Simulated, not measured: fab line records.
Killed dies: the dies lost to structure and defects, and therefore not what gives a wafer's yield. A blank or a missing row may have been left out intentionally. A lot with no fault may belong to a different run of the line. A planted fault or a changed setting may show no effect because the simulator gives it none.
Comparing a struck lot with a sound one	flow sky130	19 steps out of a route of 708
Sound: these wafers, L950.3, L950.4, L950.6. Struck: wafers L953.1, L953.4. (L953.2 of the same lot was not struck and is left out.) The cause comes at the end.
For every step that has rows: the tool of each side, followed by ch and its chambers, followed by its first start. Under that, the readings that differ: sound wafers	struck wafers	difference of the means	sigmas: that difference in standard deviations of wafers without a fault.
alike: same words and numbers on both sides, and readings whose means sit less than 2 such deviations apart. not compared: any withheld reading, any reading some wafer has no value for, any bound like >300 that may hide the same value, and any number with overlapping values for which the record gives no deviation.
A row with sigmas, a row that says differs or no value, or rows on one side alone: a step with any of these is where the two part. Non-overlapping numbers with no deviation appear without sigmas and do not part them. A reading missing from all wafers of one side parts the sides only when that side holds two or more wafers.

SKY_METAL4_STRIP_19: strips in O2/N2.
  sound on plasma asher-03 ch 0,1, day 41 12:57; struck on plasma asher-02 ch 0,1, day 42 12:17
  alike: drypump motor current A, oes product au, strip time to endpoint s
  not compared: rf hours counter h
then, 4 steps without rows for these wafers: SKY_METAL4_STRIP_20 (strips in post etch residue remover, time 1200 s); SKY_METAL4_CLEAN_21 (cleans in IPA, time 180 s); SKY_METAL4_CLEAN_22 (cleans in O3/DIW); SKY_VIA4_HDPCVD_00 (deposits SiO2, target thk 1750 nm, time 291.7 s).
SKY_VIA4_THK_MEAS_01:
  sound on film metro-03, day 41 13:48; struck on film metro-03, day 42 13:10
  alike: VIA4_HDPCVD_THK
SKY_VIA4_CMP_02: polishes SiO2.
  sound on cmp-02 ch 0,3, day 41 13:53; struck on cmp-02 ch 1,2, day 42 13:14
  alike: edge zone pressure frac, motor current A, platen rpm
SKY_VIA4_BOW_MEAS_03:
  sound on film metro-03, day 41 14:11; struck on film metro-03, day 42 13:32
reading	sound	struck	difference	sigmas
VIA4_BOW (um)	102 89 104	80 76	-20	-3
then, 4 steps without rows for these wafers: SKY_VIA4_DEHYDRATE_04 (time 60 s); SKY_VIA4_HMDS_05 (prime time 60 s); SKY_VIA4_COAT_06 (resist thk 1140 nm); SKY_VIA4_SOFTBAKE_07 (time 60 s).
SKY_VIA4_EXPOSE_08: exposes mask VIM4, target cd 800 nm.
  sound on iline stepper-01 ch 0, day 42 01:33; struck on iline stepper-01 ch 0, day 43 00:46
  alike: mask
then, 2 steps without rows for these wafers: SKY_VIA4_PEB_09; SKY_VIA4_DEVELOP_10 (develop time 60 s).
SKY_VIA4_OVL_MEAS_11:
  sound on overlay-02, day 42 13:09; struck on overlay-01, day 43 12:50
  alike: VIA4_OVL
SKY_VIA4_ETCH_12: etches SiO2 in C4F8/O2/Ar, stops on TiN, target depth 580 nm.
  sound on rie diel-04 ch 0,2, day 42 13:10; struck on rie diel-02 ch 1,2, day 43 12:52
reading	sound	struck	difference	sigmas
model.VIA4.cd nm (nm)	802.2 801.5 801.7	851.9 851.4	+49.8	
  alike: oes product au
SKY_VIA4_STRIP_13: strips in O2/N2.
  sound on plasma asher-01 ch 0,1, day 42 13:17; struck on plasma asher-01 ch 1, day 43 12:57
  alike: drypump motor current A, oes product au, strip time to endpoint s
  not compared: rf hours counter h
-- the record jumps here: 3 days lie between the struck wafers' starts before and after (it left off in module VIA4 and takes up again in module PAD_OPEN, whose first step shown is number 708 of the route) --
SKY_PAD_OPEN_PROBE_99:
  sound on prober-01, day 45 13:43; struck on prober-02, day 46 11:01
reading	sound	struck	difference	sigmas
killed at front end	20 21 18	8 11	-10	-2
model.etest.via4 chain.rc ohm	0.8185 0.7888 0.7946	0.7435 0.7642	-0.0468	
  alike: defect limited yield, killed_at_M0_to_M3, killed_at_M4_up, killed at contacts, killed at other, killed dies, killed open, killed short, sort_bin_3_pad_short, sort_bin_5_function, sort_bin_6_memory, sort n pass, sort yield pct

WHERE THEY PART
Earliest at SKY_VIA4_BOW_MEAS_03; latest, in this record, at SKY_PAD_OPEN_PROBE_99.

WHY: what had been put in by the simulator
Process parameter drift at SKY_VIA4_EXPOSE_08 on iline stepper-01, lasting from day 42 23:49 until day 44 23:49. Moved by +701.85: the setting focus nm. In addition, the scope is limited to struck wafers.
